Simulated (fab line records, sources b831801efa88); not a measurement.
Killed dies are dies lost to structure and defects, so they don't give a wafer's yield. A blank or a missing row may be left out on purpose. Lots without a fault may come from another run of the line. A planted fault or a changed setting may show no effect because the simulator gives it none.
Chamber matching | flow sky130 | SKY_CONTACT_CMP_27 on cmp-01: 4 sister chambers
The step polishes, stops on SiO2, t overpolish 15 s, target thk 0 nm. 16 wafers are shown with their chamber, then 8 later ones without.

WAFERS WITH THEIR CHAMBER
wafer  | chamber | motor_current_A (A) | overpolish_run_s (s) | time_to_endpoint_s (s)
L668.2 | 2       | 10.8                | 14.979               | 78.4
L668.3 | 0       | 11.8                | 15.006               | 77.1
L668.6 | 2       | 10.0                | 15.001               | 82.7
L667.1 | 2       | 10.4                | 14.983               | 77.9
L667.3 | 3       | 10.9                | 15.006               | 84.5
L667.6 | 0       | 11.8                | 14.976               | 83.1
L669.1 | 0       | 11.9                | 14.994               | 81.6
L669.3 | 1       | 10.0                | 15.000               | 83.0
L669.4 | 3       | 11.1                | 15.004               | 87.4
L672.3 | 3       | 11.1                | 14.995               | 84.3
L672.6 | 1       | 9.8                 | 15.016               | 83.1
L677.1 | 0       | 11.8                | 15.003               | 80.1
L686.1 | 2       | 10.6                | 14.991               | 83.0
L686.2 | 0       | 11.5                | 14.990               | 81.3
L686.6 | 1       | 9.5                 | 15.001               | 80.7
L688.3 | 3       | 11.0                | 15.001               | 80.4

SIGNATURES (means of the wafers above)
reading            | chamber 0 | chamber 1 | chamber 2 | chamber 3 | scatter within a chamber
motor_current_A    | 11.760    | 9.767     | 10.450    | 11.025    | 0.223
overpolish_run_s   | 14.99380  | 15.00567  | 14.98850  | 15.00150  | 0.00948
time_to_endpoint_s | 80.640    | 82.267    | 80.500    | 84.150    | 2.43
Rule: a wafer's distance from a chamber is the root of the sum, over the readings, of the square of ((its reading less the chamber's mean) divided by the reading's scatter). The wafer belongs to the nearest chamber; if the next one is less than 2 further off, it can't be placed. The scatter: the root of (the sum of the squares of (reading less its chamber's mean) over the shown wafers, divided by (wafers less chambers)).

WAFERS WITHOUT THEIR CHAMBER
wafer  | motor_current_A (A) | overpolish_run_s (s) | time_to_endpoint_s (s)
L688.5 | 11.2                | 14.995               | 79.7
L688.6 | 9.8                 | 15.009               | 78.9
L689.1 | 9.9                 | 14.991               | 82.3
L689.3 | 11.6                | 14.995               | 84.7
L689.4 | 11.4                | 15.007               | 78.9
L690.1 | 9.9                 | 15.011               | 81.3
L690.3 | 11.8                | 14.990               | 78.9
L690.5 | 11.1                | 15.005               | 81.1

WHICH CHAMBER EACH WENT THROUGH
wafer  | from the rows above          | in truth
L688.5 | can't be placed: 3 or 0 or 2 | 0
L688.6 | 1                            | 1
L689.1 | can't be placed: 1 or 2      | 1
L689.3 | can't be placed: 0 or 3      | 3
L689.4 | can't be placed: 0 or 3      | 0
L690.1 | 1                            | 1
L690.3 | 0                            | 0
L690.5 | can't be placed: 3 or 0      | 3
Placed correctly: 3 of 8. Can't be placed from these rows: 5 (the true chamber is among the candidates in 5). Placed wrongly: 0.
